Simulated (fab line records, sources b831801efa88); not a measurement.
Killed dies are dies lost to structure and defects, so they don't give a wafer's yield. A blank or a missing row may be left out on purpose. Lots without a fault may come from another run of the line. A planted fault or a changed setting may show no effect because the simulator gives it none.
Split-lot experiment | flow sky130 | 5 lots, 23 wafers read, on a route of 708 steps

THE SPLIT
At SKY_METAL2_DEVELOP_14 (develop time 60 s), the setting dev_temp_c was moved away from the recipe's 21 C on 5 of the 23 wafers read, by -16.7% to -15.8%. The other wafers ran this setting at the recipe's value.

The file shows no step between the split and the reading.

THE READING
cd_nm, in nm, at SKY_METAL2_CD_MEAS_15 (target cd 140 nm). Fault-free wafers of this fab line usually give 140.4 nm, standard deviation 1.2 nm.

wafer  | tool, chamber at the split | dev_temp_c as run, C | against the recipe | cd_nm, nm | against lot-mates on the recipe
L074.1 | litho_track-04, 0          | 17.69                | -15.8%             | 142.5     | +3.4
L074.2 | litho_track-04, 0          | 17.69                | -15.8%             | 142.2     | +3.1
L074.3 | litho_track-04, 0          | 21                   | recipe             | 139.0     | -
L074.4 | litho_track-04, 0          | 17.69                | -15.8%             | 143.0     | +3.9
L074.5 | litho_track-04, 0          | 21                   | recipe             | 139.1     | -
L076.1 | litho_track-04, 0          | 21                   | recipe             | 140.3     | -
L076.2 | litho_track-04, 0          | 21                   | recipe             | 139.0     | -
L076.3 | litho_track-04, 0          | 21                   | recipe             | 140.7     | -
L076.5 | litho_track-04, 0          | 21                   | recipe             | 139.9     | -
L076.6 | litho_track-04, 0          | 21                   | recipe             | 140.9     | -
L081.1 | litho_track-03, 0          | 21                   | recipe             | 141.0     | -
L081.2 | litho_track-03, 0          | 21                   | recipe             | 140.1     | -
L081.3 | litho_track-03, 0          | 21                   | recipe             | 141.1     | -
L081.5 | litho_track-03, 0          | 21                   | recipe             | 141.1     | -
L081.6 | litho_track-03, 0          | 21                   | recipe             | 139.8     | -
L083.2 | litho_track-01, 0          | 17.49                | -16.7%             | 144.5     | +3.0
L083.3 | litho_track-01, 0          | 21                   | recipe             | 140.8     | -
L083.4 | litho_track-01, 0          | 21                   | recipe             | 141.9     | -
L083.5 | litho_track-01, 0          | 17.49                | -16.7%             | 145.0     | +3.5
L083.6 | litho_track-01, 0          | 21                   | recipe             | 141.9     | -
L084.1 | litho_track-03, 0          | 21                   | recipe             | 141.7     | -
L084.2 | litho_track-03, 0          | 21                   | recipe             | 140.1     | -
L084.5 | litho_track-03, 0          | 21                   | recipe             | 139.9     | -

THE FIT
A straight line over all 23 wafers: cd_nm changes by -0.187 nm for each +1% of dev_temp_c; r = -0.80; the points scatter about the line by 0.97 nm.
The same after taking each lot's own level away (the mean of its wafers on the recipe; 23 wafers): -0.21 nm for each +1%; r = -0.93; scatter 0.59 nm.
On that fit, the largest move of dev_temp_c shifts the reading by 3.5 nm.
The lots' own levels span 139.05 to 141.53 nm, that is 2.1 times the standard deviation above.
So the lot-to-lot level changes the slope: the two fits differ.
Check: with one of the wafers moved furthest among these (-16.7%) left out of the fit, the line predicts +3.66 nm for it against its lot-mates. It came out at +2.97 nm against them.

OTHER SPLITS ON THESE WAFERS
These wafers also went through other splits before the reading. Each is held against what the fit with the lots' levels taken away leaves over:
other split on the same wafers          | wafers away from the commonest value | r with cd_nm (lot level and that fit taken away)
SKY_CONTACT_HDPCVD_02 sih4_flow_sccm    | 9                                    | +0.20
SKY_CONTACT_SPUTTER_23 time_s           | 7                                    | +0.03
SKY_METAL1_SPUTTER_00 time_s            | 10                                   | -0.01
SKY_VIA1_CMP_02 leave_above_ref_nm      | 7                                    | +0.01
SKY_VIA1_SPUTTER_20 chamber_pressure_pa | 15                                   | +0.08
SKY_METAL2_SPUTTER_02 power_w           | 4                                    | -0.18
SKY_METAL2_COAT_10 resist_thk_nm        | 10                                   | +0.46

THE FILE'S OWN FIT
cd_nm changes by -0.206 nm for each +1% of dev_temp_c, r = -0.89.
